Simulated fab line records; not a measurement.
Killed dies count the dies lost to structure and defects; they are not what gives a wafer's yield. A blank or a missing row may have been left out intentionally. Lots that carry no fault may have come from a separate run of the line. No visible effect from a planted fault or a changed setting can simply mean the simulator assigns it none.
What tool caused it? | flow sky130 | 36 wafers from 12 lots sampled at 5 of the route's 708 steps

== WHAT EACH GAUGE READ, for each wafer ==
SKY_VIA1_THK_MEAS_23: measures by xrf.
lot  | measured     | on            | VIA1_W_THK (nm)
L835 | day 34 17:18 | film-metro-04 | 280.2 281.9 280.2
L836 | day 35 09:46 | film-metro-01 | 282.0 283.5 279.9
L837 | day 36 00:38 | film-metro-04 | 281.5 279.3 276.0
L845 | day 38 12:52 | film-metro-04 | 277.8 277.8 276.7
L847 | day 38 17:23 | film-metro-01 | 282.3 283.7 282.6
L848 | day 38 21:53 | film-metro-04 | 279.6 277.7 285.4
L850 | day 40 07:05 | film-metro-04 | 275.2 277.2 275.0
L851 | day 40 10:55 | film-metro-03 | 278.3 275.9 275.7
L852 | day 40 13:18 | film-metro-01 | 278.6 274.3 280.2
L853 | day 40 17:28 | film-metro-03 | 275.2 276.3 272.4
L854 | day 41 00:13 | film-metro-03 | 276.8 277.3 276.2
L855 | day 41 01:34 | film-metro-03 | 282.4 281.0 280.1

== TOOL THAT RAN EACH LOT (tool first, then ch and the chambers of the sampled wafers, then the start) ==
lot  | SKY_POLY_GATE_IMPLANT_02        | SKY_RES_PROTECT_STRIP_07             | SKY_CONTACT_SPUTTER_23       | SKY_CONTACT_CVD_24
L835 | implanter-04 ch 0, day 15 22:24 | plasma-asher-03 ch 0,1, day 15 22:33 | pvd-sputter-04, day 32 07:59 | cvd-w-01 ch 0,1, day 32 08:03
L836 | implanter-04 ch 0, day 16 15:06 | plasma-asher-02 ch 0,1, day 16 15:14 | pvd-sputter-02, day 33 01:49 | cvd-w-01 ch 0,1, day 33 01:55
L837 | implanter-04 ch 0, day 17 04:09 | plasma-asher-04 ch 0,1, day 17 04:18 | pvd-sputter-04, day 33 16:05 | cvd-w-01 ch 0,1, day 33 16:10
L845 | implanter-01 ch 0, day 20 06:24 | plasma-asher-04 ch 0,1, day 20 06:33 | pvd-sputter-04, day 36 05:28 | cvd-w-01 ch 0,1, day 36 05:31
L847 | implanter-02 ch 0, day 20 11:12 | plasma-asher-02 ch 0,1, day 20 11:21 | pvd-sputter-03, day 36 09:44 | cvd-w-01 ch 0,1, day 36 09:53
L848 | implanter-02 ch 0, day 20 13:21 | plasma-asher-03 ch 0,1, day 20 13:30 | pvd-sputter-04, day 36 15:48 | cvd-w-02 ch 0,1, day 36 15:52
L850 | implanter-04 ch 0, day 22 11:18 | plasma-asher-02 ch 0,1, day 22 11:26 | pvd-sputter-03, day 38 02:23 | cvd-w-01 ch 0,1, day 38 02:29
L851 | implanter-02 ch 0, day 22 12:09 | plasma-asher-03 ch 0,1, day 22 12:18 | pvd-sputter-02, day 38 05:50 | cvd-w-01 ch 1, day 38 05:53
L852 | implanter-04 ch 0, day 22 13:42 | plasma-asher-04 ch 0,1, day 22 13:50 | pvd-sputter-03, day 38 07:56 | cvd-w-01 ch 0,1, day 38 08:02
L853 | implanter-04 ch 0, day 22 22:39 | plasma-asher-03 ch 0,1, day 22 22:48 | pvd-sputter-03, day 38 12:26 | cvd-w-01 ch 0,1, day 38 12:30
L854 | implanter-04 ch 0, day 23 05:13 | plasma-asher-04 ch 0,1, day 23 05:21 | pvd-sputter-02, day 38 19:13 | cvd-w-01 ch 0,1, day 38 19:16
L855 | implanter-04 ch 0, day 23 11:04 | plasma-asher-02 ch 0,1, day 23 11:12 | pvd-sputter-03, day 38 21:29 | cvd-w-01 ch 0,1, day 38 21:33
- SKY_POLY_GATE_IMPLANT_02
- SKY_RES_PROTECT_STRIP_07: strips in O2/N2.
- SKY_CONTACT_SPUTTER_23: material TiN, target thk 20 nm, time 80 s.
- SKY_CONTACT_CVD_24: deposits W, target thk 340 nm, time 102.12 s.

== WHAT THE TOOLS THEMSELVES READ (means of the sampled wafers that have a number; where no wafer has one, the mark that the record gives instead) ==
SKY_POLY_GATE_IMPLANT_02.
lot  | tool         | beam-on-s (s) | end-station-pressure-torr (Torr) | faraday-current-uA
L835 | implanter-04 | 34.5          | 1.1e-05                          | 12300
L836 | implanter-04 | 37.3          | 3.7e-05                          | 11261
L837 | implanter-04 | 37.7          | 3.9e-05                          | 11123
L845 | implanter-01 | 35.4          | 1.1e-05                          | 12023
L847 | implanter-02 | 34.1          | 1.1e-05                          | 12427
L848 | implanter-02 | 35.4          | 1.1e-05                          | 12016
L850 | implanter-04 | 35.5          | 1.1e-05                          | 11937
L851 | implanter-02 | 34.9          | 1.1e-05                          | 12127
L852 | implanter-04 | 34.3          | 1.0e-05                          | 12369
L853 | implanter-04 | 35.2          | 1.0e-05                          | 12073
L854 | implanter-04 | 34.5          | 1.1e-05                          | 12336
L855 | implanter-04 | 34.8          | 1.1e-05                          | 12214

SKY_RES_PROTECT_STRIP_07.
lot  | tool            | drypump-motor-current-A (A) | oes-product-au (a.u.) | strip-time-to-endpoint-s (s)
L835 | plasma-asher-03 | 6.1                         | 0.523                 | 23.34
L836 | plasma-asher-02 | 6.1                         | 0.514                 | 23.56
L837 | plasma-asher-04 | 6.5                         | 0.513                 | 23.57
L845 | plasma-asher-04 | 6.5                         | 0.518                 | 23.34
L847 | plasma-asher-02 | 6.2                         | 0.518                 | 23.27
L848 | plasma-asher-03 | 6.0                         | 0.512                 | 23.27
L850 | plasma-asher-02 | 6.1                         | 0.521                 | 23.32
L851 | plasma-asher-03 | 6.1                         | 0.522                 | 23.22
L852 | plasma-asher-04 | 6.2                         | 0.520                 | 23.27
L853 | plasma-asher-03 | 6.1                         | 0.518                 | 23.33
L854 | plasma-asher-04 | 6.2                         | 0.521                 | 23.29
L855 | plasma-asher-02 | 6.1                         | 0.513                 | 23.30

SKY_CONTACT_SPUTTER_23.
lot  | tool           | throttle-valve-pct (%)
L835 | pvd-sputter-04 | 30.2
L836 | pvd-sputter-02 | 30.8
L837 | pvd-sputter-04 | 29.9
L845 | pvd-sputter-04 | 30.2
L847 | pvd-sputter-03 | 30.0
L848 | pvd-sputter-04 | 30.5
L850 | pvd-sputter-03 | 29.7
L851 | pvd-sputter-02 | 31.1
L852 | pvd-sputter-03 | 30.1
L853 | pvd-sputter-03 | 30.2
L854 | pvd-sputter-02 | 30.5
L855 | pvd-sputter-03 | 29.8

SKY_CONTACT_CVD_24.
lot  | tool     | heater-power-w (W) | susceptor-temp-C (C)
L835 | cvd-w-01 | 860                | 400.12
L836 | cvd-w-01 | 868                | 399.99
L837 | cvd-w-01 | 868                | 399.85
L845 | cvd-w-01 | 781                | 400.17
L847 | cvd-w-01 | 770                | 400.02
L848 | cvd-w-02 | 825                | 399.97
L850 | cvd-w-01 | 785                | 400.04
L851 | cvd-w-01 | 691                | 400.14
L852 | cvd-w-01 | 867                | 399.93
L853 | cvd-w-01 | 772                | 399.98
L854 | cvd-w-01 | 780                | 399.90
L855 | cvd-w-01 | 778                | 400.08

== THE ANSWER, worked out from the rows above alone ==
Rule: the lots themselves supply what counts as usual. Put in order of their means at a reading, lots are off if they are a third of the lots or fewer, leave a main group of 4 or more, and stand apart from it by a gap of 3 or more times the standard deviation of the main group's means; of several such gaps the widest counts. Not used: any main group whose means are identical at the precision the tables above print for the reading. A lot without any number at a reading at which 4 lots or more have one is off too. All remaining lots with rows at the step are treated as sound. First the gauges in route order, then the tools' own readings, where a lot's mean is used as printed above. At the first step where some lot is off, the reading lying furthest off is the one used; lots without a number count as furthest.
Off: L836, L837 (SKY_POLY_GATE_IMPLANT_02, end-station-pressure-torr). For the main group the mean is 1.1e-05 Torr and the standard deviation 4e-07.
A tool fits if, at that step or a process step before it, it ran every lot that is off, and no sound lot after the first of them. Of those tried, none fits.

== WHAT THE SIMULATOR HAD PUT IN ==
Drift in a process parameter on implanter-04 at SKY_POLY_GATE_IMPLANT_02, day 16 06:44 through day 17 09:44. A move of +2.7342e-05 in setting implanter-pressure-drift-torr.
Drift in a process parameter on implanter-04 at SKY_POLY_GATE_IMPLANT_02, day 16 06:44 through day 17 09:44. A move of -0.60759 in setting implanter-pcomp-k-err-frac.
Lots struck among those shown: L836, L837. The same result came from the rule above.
